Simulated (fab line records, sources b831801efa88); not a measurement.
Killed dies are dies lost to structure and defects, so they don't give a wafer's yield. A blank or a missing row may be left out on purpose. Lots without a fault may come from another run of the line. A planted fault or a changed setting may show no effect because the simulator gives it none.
Chamber matching | flow sky130 | SKY_LI_CONTACT_CMP_02 on cmp-02: 3 sister chambers
The step polishes PSG. 3 wafers are shown with their chamber, then 7 later ones without.

WAFERS WITH THEIR CHAMBER
wafer  | chamber | motor_current_A (A)
L873.2 | 3       | 12.4
L873.3 | 2       | 13.7
L873.5 | 1       | 9.6

WAFERS WITHOUT THEIR CHAMBER
wafer  | motor_current_A (A)
L879.1 | 13.2
L879.3 | 10.6
L880.1 | 9.9
L880.2 | 13.7
L887.1 | 13.4
L887.3 | 10.1
L887.6 | 10.6

WHICH CHAMBER EACH WENT THROUGH
wafer  | from the rows above     | in truth
L879.1 | can't be placed: 2 or 3 | 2
L879.3 | can't be placed: 1 or 3 | 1
L880.1 | 1                       | 1
L880.2 | 2                       | 2
L887.1 | can't be placed: 2 or 3 | 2
L887.3 | 1                       | 1
L887.6 | can't be placed: 1 or 3 | 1
Placed correctly: 3 of 7. Can't be placed from these rows: 4 (the true chamber is among the candidates in 4). Placed wrongly: 0.
How it was worked out, from the rows above alone: a wafer's distance from a chamber is the root of the sum, over the readings, of the square of ((its reading less the chamber's mean) divided by the reading's scatter). The wafer belongs to the nearest chamber; if the next one is less than 2 further off, it can't be placed. A chamber's mean is the mean of its shown wafers. The scatter: with one shown wafer a chamber, the root of the mean of the squares of how far each hidden wafer lies from its nearest shown one.
